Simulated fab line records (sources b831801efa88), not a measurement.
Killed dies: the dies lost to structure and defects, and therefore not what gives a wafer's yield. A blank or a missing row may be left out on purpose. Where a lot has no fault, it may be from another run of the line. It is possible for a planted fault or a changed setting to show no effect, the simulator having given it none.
Which tool did it? | flow gf180mcu | Sampling: 11 lots, 31 wafers, 4 of 602 route steps

WHAT EACH GAUGE READ, for each wafer
GF_V1_THK_MEAS_25: measures by xrf. Usual: for V1_W_THK the level is 342 nm and the standard deviation is 5.3.
lot  | measured     | on            | V1_W_THK (nm) | flag
L424 | day 18 03:29 | film-metro-02 | 348 347 346   |
L428 | day 19 17:05 | film-metro-03 | 340 340 337   |
L429 | day 20 04:04 | film-metro-02 | 352 349 350   |
L430 | day 20 09:53 | film-metro-04 | 333 335       |
L431 | day 20 20:56 | film-metro-03 | 344 349       |
L436 | day 22 20:53 | film-metro-03 | 335 340 343   |
L437 | day 23 04:02 | film-metro-04 | 344 344 340   |
L442 | day 24 18:31 | film-metro-04 | 340 336 339   |
L443 | day 24 23:35 | film-metro-03 | 339 336 336   |
L446 | day 25 22:24 | film-metro-02 | 335 343 333   |
L447 | day 26 08:00 | film-metro-04 | 338 341 339   |

GF_M2_RS_MEAS_05: the measuring method here is four-point-probe. Usual: for M2_ALCU_RS the level is 0.0697 ohm/sq and the standard deviation is 0.00072.
lot  | measured     | on            | M2_ALCU_RS (ohm/sq)  | flag
L424 | day 18 04:05 | film-metro-04 | 0.0701 0.0700 0.0703 |
L428 | day 19 17:41 | film-metro-02 | 0.0701 0.0691 0.0688 |
L429 | day 20 04:40 | film-metro-01 | 0.0701 0.0706 0.1112 | OFF
L430 | day 20 10:30 | film-metro-04 | 0.1100 0.1115        | OFF
L431 | day 20 21:33 | film-metro-02 | 0.1102 0.1104        | OFF
L436 | day 22 21:29 | film-metro-04 | 0.0678 0.0682 0.0682 |
L437 | day 23 04:38 | film-metro-02 | 0.0695 0.0696 0.0691 |
L442 | day 24 19:08 | film-metro-02 | 0.0707 0.0705 0.0697 |
L443 | day 25 00:10 | film-metro-01 | 0.0708 0.0698 0.0702 |
L446 | day 25 22:59 | film-metro-04 | 0.0699 0.0694 0.0691 |
L447 | day 26 08:44 | film-metro-02 | 0.0697 0.0705 0.0697 |

GF_M2_THK_MEAS_06: measures by xrf. Usual: for M2_ALCU_THK the level is 449 nm and the standard deviation is 5.3.
lot  | measured     | on            | M2_ALCU_THK (nm) | flag
L424 | day 18 04:11 | film-metro-04 | 449 447 445      |
L428 | day 19 17:47 | film-metro-02 | 450 454 455      |
L429 | day 20 04:47 | film-metro-01 | 444 438 281      | OFF
L430 | day 20 10:35 | film-metro-04 | 285 280          | OFF
L431 | day 20 21:38 | film-metro-02 | 286 287          | OFF
L436 | day 22 21:35 | film-metro-04 | 458 455 457      |
L437 | day 23 04:44 | film-metro-02 | 453 452 455      |
L442 | day 24 19:15 | film-metro-02 | 442 446 450      |
L443 | day 25 00:17 | film-metro-01 | 440 445 442      |
L446 | day 25 23:06 | film-metro-04 | 446 450 449      |
L447 | day 26 08:51 | film-metro-02 | 450 447 449      |

EACH LOT AND THE TOOL THAT RAN IT (in order: tool; ch and the chambers of the sampled wafers; start)
lot  | GF_M2_SPUTTER_02
L424 | pvd-sputter-02, day 18 03:58
L428 | pvd-sputter-01, day 19 17:34
L429 | pvd-sputter-03, day 20 04:34
L430 | pvd-sputter-03, day 20 10:21
L431 | pvd-sputter-03, day 20 21:24
L436 | pvd-sputter-01, day 22 21:22
L437 | pvd-sputter-01, day 23 04:31
L442 | pvd-sputter-02, day 24 19:02
L443 | pvd-sputter-03, day 25 00:05
L446 | pvd-sputter-03, day 25 22:53
L447 | pvd-sputter-02, day 26 08:38
- GF_M2_SPUTTER_02: material AlCu, target thk 450 nm, time 23.9 s.

WHAT THE TOOLS THEMSELVES READ (means of the sampled wafers that have a number; where no wafer has one, the mark that the record gives instead)
GF_M2_SPUTTER_02. Usual: throttle-valve-pct 30.1 %, standard deviation 0.86.
lot  | tool           | throttle-valve-pct (%) | flag
L424 | pvd-sputter-02 | 29.0                   |
L428 | pvd-sputter-01 | 30.6                   |
L429 | pvd-sputter-03 | 30.1                   |
L430 | pvd-sputter-03 | 29.0                   |
L431 | pvd-sputter-03 | 29.4                   |
L436 | pvd-sputter-01 | 30.2                   |
L437 | pvd-sputter-01 | 30.4                   |
L442 | pvd-sputter-02 | 29.3                   |
L443 | pvd-sputter-03 | 30.1                   |
L446 | pvd-sputter-03 | 30.2                   |
L447 | pvd-sputter-02 | 30.2                   |

THE ANSWER, worked out from the rows above alone
Rule: a lot is off if the mean of its wafers that have a number lies more than 3 standard deviations from the usual mean. Also off: a lot with no number at a reading for which 4 or more lots have one. The other lots that the step has rows for count as sound. After the gauges, taken in route order, come the tools' own readings; for these a lot's mean is taken, as printed above. At the first step where some lot is off, the reading lying furthest off is the one used; lots without a number count as furthest.
Off: at GF_M2_RS_MEAS_05 (M2_ALCU_RS), L429, L430, L431.
If a tool, at a process step before that reading, ran all the lots that are off and no sound lot after the first of them, it fits. Gauges at GF_M2_RS_MEAS_05: tried the same way as those tools. No candidate that was tried fits.

WHAT WAS PUT IN BY THE SIMULATOR
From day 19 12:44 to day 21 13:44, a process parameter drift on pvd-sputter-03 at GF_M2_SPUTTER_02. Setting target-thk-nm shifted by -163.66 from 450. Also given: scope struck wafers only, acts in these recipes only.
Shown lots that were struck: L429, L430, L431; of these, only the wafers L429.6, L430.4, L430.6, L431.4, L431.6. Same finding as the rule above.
